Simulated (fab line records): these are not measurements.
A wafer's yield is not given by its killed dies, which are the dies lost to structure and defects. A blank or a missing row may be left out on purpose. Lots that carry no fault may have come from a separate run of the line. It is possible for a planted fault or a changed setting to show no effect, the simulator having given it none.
fab line records    flow sky130    part 2 of 2: steps 31 to 42 of 42
record: lots: 5  wafers: 15  last_day: 50
route steps=708 shown POLY_GATE@235 LDD_N@237 LDD_P@255 LDD_HVN@267
lots untouched by any fault: they come from a run of this same line in which no faults occurred
start_h: the number of hours between the record's first day and the start of the first shown wafer of the lot    wait_h: how many hours have passed since the lot's step before this one    " the same as in the row above    L1.1+2: several wafers, shown together as one row    - no value, or no start was given    * or withheld: withheld    < > ~ a bound
route shown NAME@n: names a module that has steps shown in the file, with the first one's number in the route    usual: mean/standard deviation taken from wafers without a fault    same: alike in all rows    chamber/n: place in a boat    sites: per-site readings    _std_site: their standard deviation    _edge_site: inner sites' mean taken away from outer sites' mean    radius_mm: how far each site lies from the wafer's centre    mask NAME#n: copy n    behind: tool/chamber where the wafer was last shaped    hold: cause of the lot's hold/its duration in hours/its outcome    device: transistor that didn't switch, given as n, p or np    end of line: tests of these same wafers at the route's end    a step given without rows: its recipe and nothing more    killed: at the first sort, the dies lost to defects and structure; wafer yield is something else    map: per-die view of a wafer (x killed, . not killed, _ where there is no die)
set.NAME: the run value of the setting; set.NAME@STEP: its run value at that earlier step    model.NAME: the simulator's own value behind a step, which no gauge read
lots seen at some steps along the route; tables by step, rows by wafer
services: from which hour (start_h, from the record's first day; less than 0 if before it) a tool's chamber was out of use, for how many hours, and why
== steps ==
step: SKY_LDD_P_STRIP_10
recipe: chemistry: O2/N2  power_w: 1400  pressure_mtorr: 1500  platen_temp_c: withheld  o2_flow_sccm: 3000  n2_flow_sccm: 300  overash_fraction: 0.5
usual: drypump_motor_current_A: 6.0/0.51  oes_product_au: 0.715/0.0046  strip_time_to_endpoint_s: 14.17/0.041
lot.wafer  tool             chamber  start_h  wait_h  drypump_motor_current_A  oes_product_au  rf_hours_counter_h  strip_time_to_endpoint_s
L079.3     plasma_asher-03  0        486.39   0.1     6.3                      0.718           -                   14.25
L079.4     "                1        "        "       5.7                      0.721           -                   14.25
L079.6     "                0        "        "       6.3                      0.722           -                   14.18
L081.1     plasma_asher-03  0        503.86   0.1     6.3                      0.715           65                  14.13
L081.3     "                1        "        "       5.7                      0.712           -                   14.10
L081.4     "                0        "        "       6.3                      0.717           -                   14.06
L083.2     plasma_asher-04  1        514.46   0.1     6.6                      0.708           38                  14.21
L083.3     "                1        "        "       6.6                      0.714           -                   14.23
L083.4     "                0        "        "       5.3                      0.709           -                   14.18
L087.1     plasma_asher-01  0        555.72   0.1     5.3                      0.708           9                   14.18
L087.5     "                1        "        "       6.3                      0.716           -                   14.18
L087.6     "                0        "        "       5.3                      0.708           -                   14.20
L097.2     plasma_asher-04  1        638.62   0.1     6.6                      0.720           49                  14.16
L097.3     "                1        "        "       6.6                      0.713           -                   14.16
L097.4     "                0        "        "       5.3                      0.727           -                   14.15
step: SKY_LDD_P_TW_MEAS_11
usual: LDD_P_TW: 635/5.2
lot.wafer  tool           chamber  start_h  wait_h  LDD_P_TW
L079.3     film_metro-04  -        486.48   0.1     629
L079.4     "              -        "        "       627
L079.6     "              -        "        "       629
L081.1     film_metro-01  -        503.96   0.1     631
L081.3     "              -        "        "       632
L081.4     "              -        "        "       636
L083.2     film_metro-02  -        514.57   0.1     636
L083.3     "              -        "        "       636
L083.4     "              -        "        "       639
L087.1     film_metro-02  -        555.82   0.1     639
L087.5     "              -        "        "       640
L087.6     "              -        "        "       636
L097.2     film_metro-04  -        638.73   0.1     629
L097.3     "              -        "        "       629
L097.4     "              -        "        "       630
step: SKY_LDD_HVN_DEHYDRATE_00
recipe: temp_c: 200  time_s: 60
lot.wafer   tool            chamber  start_h  wait_h
L079.3+4+6  litho_track-03  0        502.18   15.7
L081.1+3+4  litho_track-03  0        517.38   13.4
L083.2+3+4  litho_track-03  0        528.36   13.8
L087.1+5+6  litho_track-03  0        569.73   13.9
L097.2+3+4  litho_track-04  0        652.98   14.2
step: SKY_LDD_HVN_HMDS_01
recipe: prime_time_s: 60  prime_temp_c: 120
lot.wafer   tool            chamber  start_h  wait_h
L079.3+4+6  litho_track-03  0        502.33   0.1
L081.1+3+4  litho_track-03  0        517.53   0.1
L083.2+3+4  litho_track-03  0        528.51   0.1
L087.1+5+6  litho_track-03  0        569.88   0.1
L097.2+3+4  litho_track-04  0        653.13   0.1
step: SKY_LDD_HVN_COAT_02
recipe: resist: NOVOLAK  spin_rpm: 3000  resist_thk_nm: 300
lot.wafer   tool            chamber  start_h  wait_h
L079.3+4+6  litho_track-03  0        502.48   0.1
L081.1+3+4  litho_track-03  0        517.68   0.1
L083.2+3+4  litho_track-03  0        528.66   0.1
L087.1+5+6  litho_track-03  0        570.03   0.1
L097.2+3+4  litho_track-04  0        653.28   0.1
step: SKY_LDD_HVN_SOFTBAKE_03
recipe: temp_c: 90  time_s: 60  resist: NOVOLAK
lot.wafer   tool            chamber  start_h  wait_h
L079.3+4+6  litho_track-03  0        502.63   0.1
L081.1+3+4  litho_track-03  0        517.83   0.1
L083.2+3+4  litho_track-03  0        528.81   0.1
L087.1+5+6  litho_track-03  0        570.18   0.1
L097.2+3+4  litho_track-04  0        653.43   0.1
step: SKY_LDD_HVN_EXPOSE_04
recipe: mask_id: HVNTM  na: 0.6  source_shape: conventional  sigma_outer: 0.6  polarization: unpolarized  target_cd_nm: 700  dose_mj: 127
usual: exposure_dose_mJ_cm2: 127.00/0.13  focus_offset_nm: -0.1/0.5
same: sigma_outer: 0.6
lot.wafer  tool              chamber  start_h  wait_h  mask     exposure_dose_mJ_cm2  focus_offset_nm
L079.3     iline_stepper-01  0        -        -       HVNTM#0  127.19                -0.7
L079.4     "                 0        "        "       HVNTM#0  127.10                -0.2
L079.6     "                 0        "        "       HVNTM#0  127.18                -0.6
L081.1     iline_stepper-02  0        -        -       HVNTM#0  127.07                -0.5
L081.3     "                 0        "        "       HVNTM#0  127.19                -0.6
L081.4     "                 0        "        "       HVNTM#0  127.15                0.0
L083.2     iline_stepper-02  0        -        -       HVNTM#0  127.11                -0.9
L083.3     "                 0        "        "       HVNTM#0  126.82                -0.2
L083.4     "                 0        "        "       HVNTM#0  126.89                -0.5
L087.1     iline_stepper-02  0        -        -       HVNTM#0  126.96                0.4
L087.5     "                 0        "        "       HVNTM#0  126.97                -1.1
L087.6     "                 0        "        "       HVNTM#0  127.29                -0.6
L097.2     iline_stepper-01  0        -        -       HVNTM#0  126.81                -0.5
L097.3     "                 0        "        "       HVNTM#0  126.79                0.1
L097.4     "                 0        "        "       HVNTM#0  126.79                1.2
step: SKY_LDD_HVN_PEB_05
recipe: temp_c: withheld  time_s: *  resist: NOVOLAK
lot.wafer   tool            chamber  start_h  wait_h
L079.3+4+6  litho_track-04  0        -        -
L081.1+3+4  litho_track-04  0        -        -
L083.2+3+4  litho_track-03  0        -        -
L087.1+5+6  litho_track-04  0        -        -
L097.2+3+4  litho_track-02  0        -        -
step: SKY_LDD_HVN_DEVELOP_06
recipe: resist: NOVOLAK  developer: TMAH  develop_time_s: 60  dev_temp_c: 23
lot.wafer   tool            chamber  start_h  wait_h
L079.3+4+6  litho_track-04  0        516.61   0.1
L081.1+3+4  litho_track-04  0        533.15   0.1
L083.2+3+4  litho_track-03  0        544.46   0.1
L087.1+5+6  litho_track-04  0        584.50   0.1
L097.2+3+4  litho_track-02  0        668.18   0.1
step: SKY_LDD_HVN_OVL_MEAS_07
usual: LDD_HVN_OVL: 0.4/1.2
lot.wafer  tool        chamber  start_h  wait_h  LDD_HVN_OVL[nm]
L079.3     overlay-02  -        516.72   0.1     -0.9
L079.4     "           -        "        "       0.2
L079.6     "           -        "        "       -0.9
L081.1     overlay-02  -        533.30   0.1     -0.8
L081.3     "           -        "        "       -0.1
L081.4     "           -        "        "       1.7
L083.2     overlay-02  -        544.59   0.1     1.9
L083.3     "           -        "        "       2.1
L083.4     "           -        "        "       3.0
L087.1     overlay-01  -        584.65   0.1     2.0
L087.5     "           -        "        "       1.4
L087.6     "           -        "        "       2.7
L097.2     overlay-02  -        668.31   0.1     2.1
L097.3     "           -        "        "       3.3
L097.4     "           -        "        "       2.4
step: SKY_LDD_HVN_IMPLANT_08
recipe: species: P  energy_kev: 60  dose_cm2: 3e+13  tilt_deg: 40
usual: beam_energy_keV: 59.998/0.021
lot.wafer  tool          chamber  start_h  wait_h  beam_energy_keV
L079.3     implanter-02  0        516.79   0.1     60.001
L079.4     "             0        "        "       60.014
L079.6     "             0        "        "       60.018
L081.1     implanter-02  0        533.34   0.0     60.010
L081.3     "             0        "        "       60.033
L081.4     "             0        "        "       60.044
L083.2     implanter-04  0        544.64   0.0     60.020
L083.3     "             0        "        "       60.003
L083.4     "             0        "        "       60.021
L087.1     implanter-02  0        584.69   0.0     60.034
L087.5     "             0        "        "       60.013
L087.6     "             0        "        "       60.005
L097.2     implanter-04  0        668.37   0.0     59.978
L097.3     "             0        "        "       60.010
L097.4     "             0        "        "       59.997
step: SKY_LDD_HVN_STRIP_09
recipe: chemistry: O2/N2  power_w: 1400  pressure_mtorr: 1500  platen_temp_c: withheld  o2_flow_sccm: 3000  n2_flow_sccm: 300  overash_fraction: 0.5
usual: drypump_motor_current_A: 5.9/0.42  oes_product_au: 0.409/0.0041  strip_time_to_endpoint_s: 4.135/0.013
lot.wafer  tool             chamber  start_h  wait_h  drypump_motor_current_A  oes_product_au  rf_hours_counter_h  strip_time_to_endpoint_s
L079.3     plasma_asher-04  0        516.92   0.1     5.4                      0.406           -                   4.129
L079.4     "                1        "        "       6.6                      0.419           -                   4.102
L079.6     "                0        "        "       5.4                      0.406           -                   4.104
L081.1     plasma_asher-02  1        533.49   0.1     5.6                      0.408           86                  4.146
L081.3     "                1        "        "       5.6                      0.408           -                   4.121
L081.4     "                0        "        "       5.9                      0.403           -                   4.138
L083.2     plasma_asher-04  0        544.77   0.1     5.3                      0.410           41                  4.146
L083.3     "                1        "        "       6.6                      0.411           -                   4.143
L083.4     "                0        "        "       5.3                      0.404           -                   4.145
L087.1     plasma_asher-03  1        584.84   0.1     5.7                      0.411           74                  4.147
L087.5     "                1        "        "       5.7                      0.406           -                   4.160
L087.6     "                0        "        "       6.3                      0.412           -                   4.146
L097.2     plasma_asher-02  0        668.49   0.1     5.9                      0.412           99                  4.115
L097.3     "                0        "        "       5.9                      0.404           -                   4.130
L097.4     "                1        "        "       5.6                      0.412           -                   4.123
== services ==
tool              chamber  start_h  hours  kind
iline_stepper-02  -        418.64   4.4    pm
plasma_asher-01   -        421.25   9.0    pm
iline_stepper-01  -        423.12   2.1    pm
plasma_asher-01   -        430.25   28.1   pm
iline_stepper-01  -        432.74   1.7    pm
implanter-04      -        451.58   1.4    repair
plasma_asher-01   -        453.58   1.9    repair
iline_stepper-02  -        474.58   10.3   repair
plasma_asher-04   -        479.01   18.1   repair
plasma_asher-01   -        483.58   2.6    repair
iline_stepper-02  -        490.87   2.9    repair
iline_stepper-02  -        493.75   1.7    pm
implanter-02      -        500.77   5.9    pm
implanter-01      -        526.52   0.7    repair
implanter-03      -        534.47   3.8    pm
implanter-01      -        561.96   22.0   pm
implanter-04      -        567.32   5.9    pm
implanter-04      -        584.45   1.7    repair
iline_stepper-02  -        605.67   8.9    pm
implanter-04      -        618.39   2.8    pm
plasma_asher-04   -        624.56   5.9    repair
iline_stepper-01  -        650.92   1.7    pm
plasma_asher-04   -        653.97   2.2    repair
implanter-03      -        657.33   2.8    repair
